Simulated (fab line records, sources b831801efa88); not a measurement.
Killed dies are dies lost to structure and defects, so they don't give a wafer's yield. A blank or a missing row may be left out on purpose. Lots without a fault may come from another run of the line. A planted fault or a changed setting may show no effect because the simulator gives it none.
A struck lot beside a sound one | flow sky130 | 15 steps out of a route of 708
Sound: wafers L523.1, L523.3, L523.4. Struck: wafers L532.2, L532.4, L532.5. The cause comes at the end.
At each step with rows: each side's tool, then ch and its chambers, then its first start. Under that, the readings that differ: sound wafers | struck wafers | difference of the means | sigmas: that difference in standard deviations of wafers without a fault.
alike: readings whose means differ by less than 2 such deviations, and words and numbers that are the same on both sides. not compared: withheld readings, readings that some wafer has no value for, bounds like >300 that may hide the same value, and numbers for which the record gives no deviation and whose values overlap.
The two part at a step that has a row with sigmas, a row that says differs or no value, or rows on one side only. Numbers that don't overlap but have no deviation are shown without sigmas and don't part them. A reading that every wafer of one side lacks parts them only if that side has two wafers or more.

first, 5 steps without rows for these wafers: SKY_LDD_N_COAT_02 (resist thk 300 nm); SKY_LDD_N_SOFTBAKE_03 (time 60 s); SKY_LDD_N_EXPOSE_04 (exposes mask NTM, target cd 840 nm); SKY_LDD_N_PEB_05; SKY_LDD_N_DEVELOP_06 (develop time 60 s).
SKY_LDD_N_OVL_MEAS_07:
  sound on overlay-01, day 19 16:34; struck on overlay-01, day 22 21:16
  alike: LDD_N_OVL
then, 6 steps without rows for these wafers: SKY_LDD_N_IMPLANT_08; SKY_LDD_N_IMPLANT_09; SKY_LDD_N_IMPLANT_10; SKY_LDD_N_IMPLANT_11; SKY_LDD_N_IMPLANT_12; SKY_LDD_N_IMPLANT_13.
SKY_LDD_N_IMPLANT_14:
  sound on implanter-01 ch 0, day 19 17:30; struck on implanter-03 ch 0, day 22 22:14
  reading            | sound                         | struck                        | difference | sigmas
  dose_ions_cm2      | 5.004e+12 5.001e+12 5.004e+12 | 3.824e+12 3.818e+12 3.816e+12 | -1.184e+12 | -99 or more
  faraday_current_uA | 28.5 28.4 28.4                | 21.7 21.4 21.9                | -6.8       | -12
then, 1 step without rows for these wafers: SKY_LDD_N_IMPLANT_15.
-- the record jumps here: 27 days lie between the struck wafers' starts before and after (it left off in module LDD_N and takes up again in module PAD_OPEN, whose first step shown is number 708 of the route) --
SKY_PAD_OPEN_PROBE_99:
  sound on prober-01, day 47 03:59; struck on prober-02, day 50 01:43
  reading                                    | sound               | struck               | difference | sigmas
  model.etest.nfet_01v8_swapped.vt_sat_v (V) | 0.6587 0.6604 0.667 | 0.6302 0.6336 0.6509 | -0.0238    |

WHERE THEY PART
Only at SKY_LDD_N_IMPLANT_14, within this record.

WHY: what the simulator had put in
Process parameter drift: implanter-03, from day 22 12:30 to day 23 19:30, at SKY_LDD_N_IMPLANT_14. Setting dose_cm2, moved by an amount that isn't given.
